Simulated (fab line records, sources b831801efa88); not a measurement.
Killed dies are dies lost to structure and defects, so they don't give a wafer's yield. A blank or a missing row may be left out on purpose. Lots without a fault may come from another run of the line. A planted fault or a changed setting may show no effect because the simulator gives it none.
Chamber matching | flow gf180mcu | GF_V5_CMP_04 on cmp-02: 4 sister chambers
The step polishes SiO2. 4 wafers are shown with their chamber, then 9 later ones without.

WAFERS WITH THEIR CHAMBER
wafer  | chamber | motor_current_A (A)
L090.6 | 0       | 12.0
L091.3 | 3       | 12.9
L091.5 | 2       | 11.0
L091.6 | 1       | 10.2

WAFERS WITHOUT THEIR CHAMBER
wafer  | motor_current_A (A)
L094.3 | 10.7
L094.4 | 12.0
L094.6 | 13.9
L096.1 | 13.0
L096.4 | 10.4
L096.5 | 12.1
L095.2 | 13.4
L095.3 | 11.0
L095.6 | 11.1

WHICH CHAMBER EACH WENT THROUGH
wafer  | from the rows above     | in truth
L094.3 | can't be placed: 2 or 1 | 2
L094.4 | 0                       | 0
L094.6 | 3                       | 3
L096.1 | 3                       | 3
L096.4 | can't be placed: 1 or 2 | 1
L096.5 | can't be placed: 0 or 3 | 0
L095.2 | 3                       | 3
L095.3 | 2                       | 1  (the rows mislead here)
L095.6 | 2                       | 2
Placed correctly: 5 of 9. Can't be placed from these rows: 3 (the true chamber is among the candidates in 3). Placed wrongly: 1.
How it was worked out, from the rows above alone: a wafer's distance from a chamber is the root of the sum, over the readings, of the square of ((its reading less the chamber's mean) divided by the reading's scatter). The wafer belongs to the nearest chamber; if the next one is less than 2 further off, it can't be placed. A chamber's mean is the mean of its shown wafers. The scatter: with one shown wafer a chamber, the root of the mean of the squares of how far each hidden wafer lies from its nearest shown one.
